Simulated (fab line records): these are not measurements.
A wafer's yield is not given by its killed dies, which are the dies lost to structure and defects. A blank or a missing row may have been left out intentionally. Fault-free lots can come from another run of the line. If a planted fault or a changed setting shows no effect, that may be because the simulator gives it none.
A lot that was struck, set against a sound lot -- flow gf180mcu -- 23 out of 602 route steps
Sound: wafers L136.1, L136.3, L136.5. Wafers L145.3, L145.4, L145.5 were the ones struck. The cause is named last.
Per side, at each step with rows, come the tool, then ch with its chambers, and then its first start. Under that, the readings that differ: sound wafers -- struck wafers -- difference of the means -- sigmas: that difference in standard deviations of wafers without a fault.
alike: same words and numbers on both sides, and readings whose means sit less than 2 such deviations apart. not compared: any withheld reading, any reading some wafer has no value for, any bound like >300 that may hide the same value, and any number with overlapping values for which the record gives no deviation.
A row with sigmas, a row that says differs or no value, or rows on one side alone: a step with any of these is where the two part. Non-overlapping numbers with no deviation appear without sigmas and do not part them. A reading that every wafer of one side lacks parts them only if that side has two wafers or more.

first, 5 steps without rows for these wafers: GF_MVSD_COAT_02 (resist thk 3000 nm); GF_MVSD_SOFTBAKE_03; GF_MVSD_EXPOSE_04 (exposes mask MVSD, target cd 1000 nm); GF_MVSD_PEB_05; GF_MVSD_DEVELOP_06 (develop time 60 s).
GF_MVSD_OVL_MEAS_07:
  sound on overlay-01, day 4 09:48; struck on overlay-02, day 6 15:54
  alike: MVSD_OVL
then, 2 steps without rows for these wafers: GF_MVSD_IMPLANT_08; GF_MVSD_IMPLANT_09.
GF_MVSD_STRIP_10: strips in O2/N2.
  sound on plasma_asher-02 ch 0, day 4 10:08; struck on plasma_asher-02 ch 0,1, day 6 16:16
  alike: drypump_motor_current_A, heater_power_w, o2_flow_sccm, oes_product_au, strip_time_to_endpoint_s
  not compared: rf_hours_counter_h
GF_MVSD_TW_MEAS_11:
  sound on film_metro-04, day 4 10:14; struck on film_metro-03, day 6 16:20
  alike: MVSD_TW
then, 2 steps without rows for these wafers: GF_MVPSD_DEHYDRATE_00 (time 60 s); GF_MVPSD_HMDS_01 (prime time 60 s).
GF_MVPSD_COAT_02: resist thk 3000 nm.
  sound on litho_track-01 ch 0, day 4 16:55; struck on litho_track-04 ch 0, day 7 00:11
reading,sound,struck,difference,sigmas
model.coat_of_MVPSD_COAT_02.thk_nm (nm),3000 3002 2997,1452 1452 1455,-1547,
  alike: chill_plate_temp_C
then, 3 steps without rows for these wafers: GF_MVPSD_SOFTBAKE_03; GF_MVPSD_EXPOSE_04 (exposes mask MVPSD, target cd 1000 nm); GF_MVPSD_PEB_05.
GF_MVPSD_DEVELOP_06: develop time 60 s.
  sound: litho_track-02 ch 0; struck: litho_track-04 ch 0
reading,sound,struck,difference,sigmas
model.coat_of_MVPSD_COAT_02.thk_nm (nm),2999 3001 2996,1451 1451 1454,-1547,
  alike: chill_plate_temp_C
GF_MVPSD_OVL_MEAS_07:
  sound on overlay-01, day 5 00:18; struck on overlay-01, day 7 12:41
  alike: MVPSD_OVL
then, 2 steps without rows for these wafers: GF_MVPSD_IMPLANT_08; GF_MVPSD_IMPLANT_09.
GF_MVPSD_STRIP_10: strips in O2/N2.
  sound on plasma_asher-04 ch 0,1, day 5 00:38; struck on plasma_asher-01 ch 0,1, day 7 13:03
reading,sound,struck,difference,sigmas
strip_time_to_endpoint_s (s),36.97 36.98 36.91,18.89 18.88 18.92,-18.06,-99 or more
  alike: drypump_motor_current_A, heater_power_w, o2_flow_sccm, oes_product_au
  not compared: rf_hours_counter_h
GF_MVPSD_TW_MEAS_11:
  sound on film_metro-03, day 5 00:44; struck on film_metro-01, day 7 13:08
reading,sound,struck,difference,sigmas
MVPSD_TW,557 555 556,552 547 549,-7,-2
-- the record jumps here: 25 days lie between the struck wafers' starts before and after (it left off in module MVPSD and takes up again in module PASSIVATION, whose first step shown is number 602 of the route) --
GF_PASSIVATION_PROBE_99:
  sound on prober-01, day 29 02:50; struck on prober-01, day 32 01:46
reading,sound,struck,difference,sigmas
model.etest.ldpmos_10p0.r_on_ohm_um,1.116e+04 1.11e+04 1.106e+04,1.066e+04 1.051e+04 1.065e+04,-5.000e+02,
model.etest.ldpmos_10p0.drive_ua_um,263.5 262.4 259.6,279.6 277.6 277.1,+16.3,

## WHERE THEY PART
Last at GF_MVPSD_TW_MEAS_11 as far as this record goes, first at GF_MVPSD_STRIP_10.

WHY: what had been put in by the simulator
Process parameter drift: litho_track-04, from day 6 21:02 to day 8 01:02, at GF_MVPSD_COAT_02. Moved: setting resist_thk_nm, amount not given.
